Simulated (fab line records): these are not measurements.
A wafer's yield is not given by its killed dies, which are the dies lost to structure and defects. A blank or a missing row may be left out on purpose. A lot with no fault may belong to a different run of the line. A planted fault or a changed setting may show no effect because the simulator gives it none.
Chamber matching    flow sky130    cmp-01 running SKY_VIA2_CMP_24: 4 sister chambers
The step polishes, stops on SiO2, t overpolish 20 s, target thk 0 nm. 18 wafers are shown with their chamber, then 8 later ones without.

## EACH WAFER AND ITS CHAMBER
wafer   chamber  motorCurrentA (A)  slurryFilterDpKPa (kPa)  headPressurePsi (psi)
L671.2  3        12.9               13.43                    3.506
L671.3  2        11.6               13.57                    3.503
L671.6  3        13.1               13.41                    3.497
L673.2  2        11.5               13.68                    3.508
L673.4  1        12.4               13.58                    3.489
L673.5  0        10.4               13.67                    3.507
L677.4  0        10.7               13.58                    3.497
L677.6  3        12.2               13.44                    3.503
L683.3  3        12.1               13.56                    3.506
L683.5  2        10.9               13.55                    3.503
L683.6  3        12.8               13.42                    3.510
L685.1  3        13.1               13.56                    3.492
L685.2  0        10.8               13.74                    3.508
L685.5  3        12.2               13.61                    3.494
L686.1  0        10.5               13.56                    3.514
L686.5  0        10.6               13.65                    3.500
L686.6  1        13.3               12.97                    3.497
L689.1  1        12.3               13.21                    3.503

SIGNATURES, as means of the wafers listed above
reading            chamber 0  chamber 1  chamber 2  chamber 3  scatter within a chamber
motorCurrentA      10.600     12.667     11.333     12.629     0.395
slurryFilterDpKPa  13.6400    13.2533    13.6000    13.4900    0.137
headPressurePsi    3.50520    3.49633    3.50467    3.50114    0.00643
Rule: for each reading, subtract the chamber's mean from the wafer's reading, divide by that reading's scatter and square the result; add these up over the readings and take the root, which gives the wafer's distance from the chamber. The wafer belongs to the nearest chamber; if the next one is less than 2 further off, it can't be placed. How the scatter is found: for the shown wafers, subtract from each reading the mean of its chamber, square and add these, divide the total by (wafers less chambers), then take the root.

## WAFERS MISSING THEIR CHAMBER
wafer   motorCurrentA (A)  slurryFilterDpKPa (kPa)  headPressurePsi (psi)
L689.2  11.2               13.58                    3.508
L689.6  10.8               13.67                    3.510
L690.1  12.5               13.67                    3.505
L690.2  13.8               13.44                    3.494
L690.4  10.7               13.68                    3.494
L692.3  11.0               13.41                    3.501
L692.4  13.0               13.47                    3.501
L692.5  13.3               13.65                    3.494

## WHICH CHAMBER EACH ONE RAN IN
wafer   from the rows above           in truth
L689.2  can't be placed: 2 or 0       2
L689.6  can't be placed: 0 or 2       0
L690.1  can't be placed: 3 or 2 or 1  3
L690.2  can't be placed: 3 or 1       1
L690.4  can't be placed: 0 or 2       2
L692.3  can't be placed: 2 or 0       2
L692.4  can't be placed: 3 or 1       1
L692.5  can't be placed: 3 or 1       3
Correctly placed: 0 of 8. Unplaceable from these rows: 8, with the true chamber sitting among the candidates in 8. 0 placed wrongly.
